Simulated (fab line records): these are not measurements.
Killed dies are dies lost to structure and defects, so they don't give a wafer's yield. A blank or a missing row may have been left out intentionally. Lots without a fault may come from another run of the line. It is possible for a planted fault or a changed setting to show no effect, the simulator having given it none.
One fault through the eyes of 2 desks + flow gf180mcu + numbers are kept per desk, each desk with only its own; the story behind them comes last

== FOR THE TOOL OWNER'S DESK: implanter-02 ==
The tool's own readings at GF_VT_IMPLANT_IMPLANT_08: means of the sampled wafers that have a number, for each lot that ran on this tool. A lot is out of limits, marked OUT, if its mean lies more than 4 standard deviations from the usual mean; the brackets give that distance.
Columns: A = beam_energy_keV at GF_VT_IMPLANT_IMPLANT_08, usual 19.999; B = beam_on_s at GF_VT_IMPLANT_IMPLANT_08, usual 10.01 s; C = faraday_current_uA at GF_VT_IMPLANT_IMPLANT_08, usual 46.7
| lot  | first seen here | A      | B                | C               |
|------|-----------------|--------|------------------|-----------------|
| L308 | day 6 09:28     | 19.994 | 10.09            | 46.3            |
| L310 | day 7 00:04     | 20.001 | 10.01            | 46.7            |
| L312 | day 7 09:32     | 19.987 | 9.95             | 47.1            |
| L318 | day 9 01:50     | 20.006 | 11.21 (+5.5) OUT | 41.6 (-5.1) OUT |
| L321 | day 9 20:29     | 19.999 | 11.22 (+5.5) OUT | 41.8 (-4.9) OUT |
This desk finds L318, L321 out of limits, L318 being first, at day 9 01:50 (beam_on_s at GF_VT_IMPLANT_IMPLANT_08). Within limits: L308, L310, L312.

== AT THE METROLOGY DESK ==
Lot by lot, what the gauges showed, no matter which tool ran the lot: averages of those sampled wafers that carry a number. A lot is out of limits, marked OUT, if its mean lies more than 4 standard deviations from the usual mean; the brackets give that distance.
Columns: A = MVSD_TW at GF_MVSD_TW_MEAS_11, usual 1565; B = MVPSD_TW at GF_MVPSD_TW_MEAS_11, usual 547; C = VT_IMPLANT_TW at GF_VT_IMPLANT_TW_MEAS_10, usual 559
| lot  | first seen here | A    | B   | C              |
|------|-----------------|------|-----|----------------|
| L305 | day 4 12:01     | 1573 | 540 | 566            |
| L307 | day 5 00:45     | 1565 | 541 | 564            |
| L308 | day 5 04:02     | 1547 | 551 | 563            |
| L309 | day 5 09:04     | 1567 | 539 | 564            |
| L310 | day 5 18:01     | 1576 | 543 | 562            |
| L311 | day 5 20:07     | 1534 | 553 | 553            |
| L312 | day 6 03:07     | 1553 | 544 | 554            |
| L316 | day 7 02:24     | 1574 | 544 | 565            |
| L318 | day 7 15:49     | 1553 | 552 | 588 (+4.9) OUT |
| L321 | day 8 09:22     | 1567 | 552 | 587 (+4.6) OUT |
| L325 | day 9 06:37     | 1553 | 547 | 560            |
| L326 | day 9 14:10     | 1574 | 550 | 550            |
| L327 | day 9 18:13     | 1584 | 539 | 563            |
This desk finds L318, L321 out of limits, with the earliest case on L318 at day 9 02:05 (VT_IMPLANT_TW at GF_VT_IMPLANT_TW_MEAS_10). Within limits: L305, L307, L308, L309, L310, L311, L312, L316, L325, L326, L327.

== ALL TOGETHER ==
At day 9 01:50, on L318, L321, the tool owner's desk was in a position to raise an alarm.
At day 9 02:05 the metrology desk could have sounded an alarm, on L318, L321.
The lots listed all ran GF_VT_IMPLANT_IMPLANT_08 on implanter-02.

== WHAT THE SIMULATOR PUT IN ==
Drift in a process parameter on implanter-02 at GF_VT_IMPLANT_IMPLANT_08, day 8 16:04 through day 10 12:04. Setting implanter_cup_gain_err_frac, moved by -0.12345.
Shown lots that were struck: L318, L321.
Fault start to first reading out of limits, in hours, per desk: tool owner, 10; metrology, 10.
